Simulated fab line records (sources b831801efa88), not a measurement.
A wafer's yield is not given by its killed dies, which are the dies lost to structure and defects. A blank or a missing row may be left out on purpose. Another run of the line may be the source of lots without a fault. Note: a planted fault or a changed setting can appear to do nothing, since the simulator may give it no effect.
Matching of chambers	flow sky130	4 sister chambers for SKY_VIA1_ETCH_14 on rie_diel-02
The step etches BARC in N2/H2, stops on SiO2, time 45.9 s, target depth 60 nm. 18 wafers are shown with their chamber, then 9 later ones without.

## WAFERS, EACH WITH ITS CHAMBER
wafer	chamber	drypump_motor_current_A (A)	throttle_valve_pct (%)	oes_product_au (a.u.)
L075.1	2	6.0	13.236	0.856
L075.4	1	6.3	13.218	0.853
L075.5	1	6.3	13.226	0.852
L076.1	0	5.8	13.226	0.855
L076.4	3	6.0	13.222	0.859
L076.6	1	6.3	13.224	0.849
L078.3	3	6.0	13.238	0.856
L078.4	1	6.3	13.222	0.853
L078.5	3	6.0	13.226	0.848
L081.1	3	6.1	13.236	0.857
L081.2	0	5.9	13.220	0.860
L081.5	0	5.9	13.226	0.853
L084.1	3	6.0	13.228	0.860
L084.2	0	5.9	13.230	0.852
L084.6	2	6.0	13.233	0.856
L088.1	2	6.0	13.240	0.855
L088.3	0	5.8	13.222	0.859
L088.4	0	5.8	13.212	0.854

SIGNATURES (averages over the wafers above)
reading	chamber 0	chamber 1	chamber 2	chamber 3	scatter within a chamber
drypump_motor_current_A	5.850	6.300	6.000	6.020	0.0405
throttle_valve_pct	13.22267	13.22250	13.23633	13.23000	0.00561
oes_product_au	0.85550	0.85175	0.85567	0.85600	0.00333
Rule: for a wafer and a chamber, the distance is found by dividing, reading by reading, the gap between the wafer's reading and the chamber's mean by the reading's scatter, squaring, summing and taking the root. If the next closest chamber is less than 2 further off than the closest, the wafer can't be placed; otherwise it belongs to the closest. The scatter: the root of (the sum of the squares of (reading less its chamber's mean) over the shown wafers, divided by (wafers less chambers)).

## WAFERS WITH NO CHAMBER GIVEN
wafer	drypump_motor_current_A (A)	throttle_valve_pct (%)	oes_product_au (a.u.)
L090.1	5.8	13.230	0.849
L090.2	6.0	13.246	0.853
L090.6	6.0	13.226	0.864
L091.1	6.0	13.225	0.857
L091.5	6.0	13.224	0.850
L091.6	6.0	13.223	0.856
L094.2	6.0	13.224	0.855
L094.3	6.3	13.218	0.846
L094.5	6.3	13.221	0.855

## WHICH CHAMBER EACH ONE RAN IN
wafer	from the rows above	in truth
L090.1	0	0
L090.2	can't be placed: 2 or 3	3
L090.6	can't be placed: 3 or 2 or 0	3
L091.1	can't be placed: 3 or 2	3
L091.5	can't be placed: 3 or 2 or 0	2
L091.6	can't be placed: 3 or 2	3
L094.2	can't be placed: 3 or 2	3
L094.3	1	1
L094.5	1	1
Correctly placed: 3 of 9. From these rows, 6 cannot be placed; in 6 the true chamber is one of the candidates. Number placed wrongly: 0.
